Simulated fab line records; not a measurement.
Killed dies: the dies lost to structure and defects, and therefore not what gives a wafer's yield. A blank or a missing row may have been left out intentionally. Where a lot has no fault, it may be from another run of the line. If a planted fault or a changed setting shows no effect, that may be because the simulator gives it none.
What tool caused it? | flow sky130 | Sampling: 14 lots, 42 wafers, 5 of 708 route steps

== WHAT EACH GAUGE READ, for each wafer ==
SKY_POLY_GATE_CD_MEAS_13: the cd target is 150 nm.
lot  | measured     | on        | cd-nm (nm)
L711 | day 16 10:38 | cd-sem-02 | 150.1 150.2 150.8
L712 | day 16 15:52 | cd-sem-02 | 149.0 148.8 150.2
L714 | day 18 09:01 | cd-sem-02 | 148.2 149.0 149.3
L715 | day 18 13:23 | cd-sem-01 | 150.6 151.0 150.0
L717 | day 18 23:11 | cd-sem-01 | 151.6 150.0 151.4
L716 | day 19 00:47 | cd-sem-02 | 148.6 149.9 150.0
L718 | day 19 04:56 | cd-sem-02 | 150.3 151.0 151.9
L719 | day 19 13:49 | cd-sem-01 | 152.9 152.3 152.0
L720 | day 19 21:44 | cd-sem-02 | 147.2 147.7 148.5
L721 | day 20 17:40 | cd-sem-01 | 150.1 149.9 150.6
L723 | day 20 23:37 | cd-sem-01 | 151.3 149.9 149.7
L726 | day 21 20:10 | cd-sem-01 | 147.1 147.3 146.0
L731 | day 23 12:42 | cd-sem-01 | 150.2 149.6 151.8
L732 | day 23 19:25 | cd-sem-02 | 150.5 150.7 149.8

SKY_POLY_GATE_CD_MEAS_22.
lot  | measured     | on        | cd-nm (nm)
L711 | day 16 13:45 | cd-sem-01 | 149 153 151
L712 | day 16 19:13 | cd-sem-01 | 149 153 154
L714 | day 18 11:08 | cd-sem-01 | 147 155 150
L715 | day 18 15:15 | cd-sem-01 | 153 149 149
L717 | day 19 03:14 | cd-sem-02 | 150 150 152
L716 | day 19 03:16 | cd-sem-01 | 151 154 154
L718 | day 19 06:48 | cd-sem-02 | 152 149 153
L719 | day 19 15:44 | cd-sem-02 | 157 153 152
L720 | day 19 23:36 | cd-sem-02 | 154 149 150
L721 | day 20 19:31 | cd-sem-01 | 149 150 155
L723 | day 21 01:28 | cd-sem-01 | 150 149 148
L726 | day 21 22:02 | cd-sem-01 | 150 147 143
L731 | day 23 14:34 | cd-sem-02 | 156 152 155
L732 | day 23 21:16 | cd-sem-02 | 151 159 149

SKY_LDD_N_OVL_MEAS_07.
lot  | measured     | on         | LDD_N_OVL (nm)
L711 | day 17 18:15 | overlay-02 | -1.0 -2.2 -2.0
L712 | day 17 23:37 | overlay-01 | -0.8 -2.1 0.2
L714 | day 19 17:12 | overlay-01 | -1.2 -1.0 -1.3
L715 | day 19 22:39 | overlay-01 | -3.1 -1.8 -1.2
L717 | day 20 10:28 | overlay-02 | -2.2 -1.4 -1.8
L716 | day 20 10:46 | overlay-02 | -0.1 -0.8 -1.6
L718 | day 20 13:49 | overlay-02 | -3.6 -4.0 -4.4
L719 | day 20 21:33 | overlay-02 | -0.3 -0.4 0.6
L720 | day 21 05:28 | overlay-01 | -0.9 -0.1 -2.2
L721 | day 22 02:24 | overlay-01 | -1.2 -1.6 0.3
L723 | day 22 07:35 | overlay-02 | -0.4 0.3 1.1
L726 | day 23 04:51 | overlay-01 | -2.1 -0.8 -0.8
L731 | day 24 19:58 | overlay-01 | 69.5 69.4 69.8
L732 | day 25 03:31 | overlay-02 | 71.1 67.1 69.7

SKY_LDD_N_TW_MEAS_17.
lot  | measured     | on            | LDD_N_TW
L711 | day 17 19:36 | film-metro-03 | 2610 2607 2592
L712 | day 18 00:58 | film-metro-01 | 2674 2653 2668
L714 | day 19 18:34 | film-metro-01 | 2657 2666 2664
L715 | day 20 00:00 | film-metro-01 | 2656 2663 2669
L717 | day 20 11:48 | film-metro-04 | 2585 2585 2591
L716 | day 20 12:07 | film-metro-04 | 2593 2583 2577
L718 | day 20 15:09 | film-metro-04 | 2589 2580 2590
L719 | day 20 22:53 | film-metro-03 | 2578 2595 2604
L720 | day 21 06:49 | film-metro-01 | 2662 2664 2650
L721 | day 22 03:44 | film-metro-01 | 2653 2635 2642
L723 | day 22 08:56 | film-metro-03 | 2580 2583 2585
L726 | day 23 06:11 | film-metro-04 | 2579 2559 2563
L731 | day 24 21:19 | film-metro-01 | 2650 2648 2659
L732 | day 25 04:51 | film-metro-01 | 2659 2658 2678

== WHICH TOOL RAN EACH LOT (tool, then ch and the chambers of the sampled wafers, then the start) ==
lot  | SKY_LDD_N_EXPOSE_04
L711 | iline-stepper-01 ch 0, day 17 04:19
L712 | iline-stepper-02 ch 0, day 17 09:25
L714 | iline-stepper-02 ch 0, day 19 01:49
L715 | iline-stepper-01 ch 0, day 19 07:01
L717 | iline-stepper-02 ch 0, day 19 19:08
L716 | iline-stepper-01 ch 0, day 19 19:24
L718 | iline-stepper-01 ch 0, day 19 22:37
L719 | iline-stepper-01 ch 0, day 20 06:37
L720 | iline-stepper-01 ch 0, day 20 15:03
L721 | iline-stepper-02 ch 0, day 21 11:08
L723 | iline-stepper-01 ch 0, day 21 16:41
L726 | iline-stepper-02 ch 0, day 22 13:41
L731 | iline-stepper-01 ch 0, day 24 05:04
L732 | iline-stepper-01 ch 0, day 24 12:16
- SKY_LDD_N_EXPOSE_04: exposes mask NTM, target cd 840 nm.

== AS READ BY THE TOOLS THEMSELVES (means over the sampled wafers that have a number; for cases with no such wafer, the mark the record gives instead) ==
The record holds no such reading with a usual standard deviation.

== THE ANSWER, worked out from the rows above alone ==
Rule: the lots themselves supply what counts as usual. Put in order of their means at a reading, lots are off if they are a third of the lots or fewer, leave a main group of 4 or more, and stand apart from it by a gap of 3 or more times the standard deviation of the main group's means; of several such gaps the widest counts. The tables above print the reading to a certain number of digits; a main group whose means all agree to those digits is not used. A lot without any number at a reading at which 4 lots or more have one is off too. All remaining lots with rows at the step are treated as sound. Order of review: gauges by route order, followed by the tools' own readings, for which a lot's mean as printed above is used. The first step at which some lot is off is used, and at that step the reading that is off furthest; a lot without a number counts as furthest.
Off: at SKY_LDD_N_OVL_MEAS_07 (LDD_N_OVL), L731, L732. Mean -1.3 nm and standard deviation 1 in the main group.
A tool fits if, at a process step before that reading, it ran every lot that is off, and no sound lot after the first of them. The gauges at SKY_LDD_N_OVL_MEAS_07 are tried like those tools. One fits: iline-stepper-01 at SKY_LDD_N_EXPOSE_04. A fault onset in the window from L723 (day 21 16:41, its last sound lot) to L731 (day 24 05:04, its first lot off) fits.

== WHAT THE SIMULATOR HAD PUT IN ==
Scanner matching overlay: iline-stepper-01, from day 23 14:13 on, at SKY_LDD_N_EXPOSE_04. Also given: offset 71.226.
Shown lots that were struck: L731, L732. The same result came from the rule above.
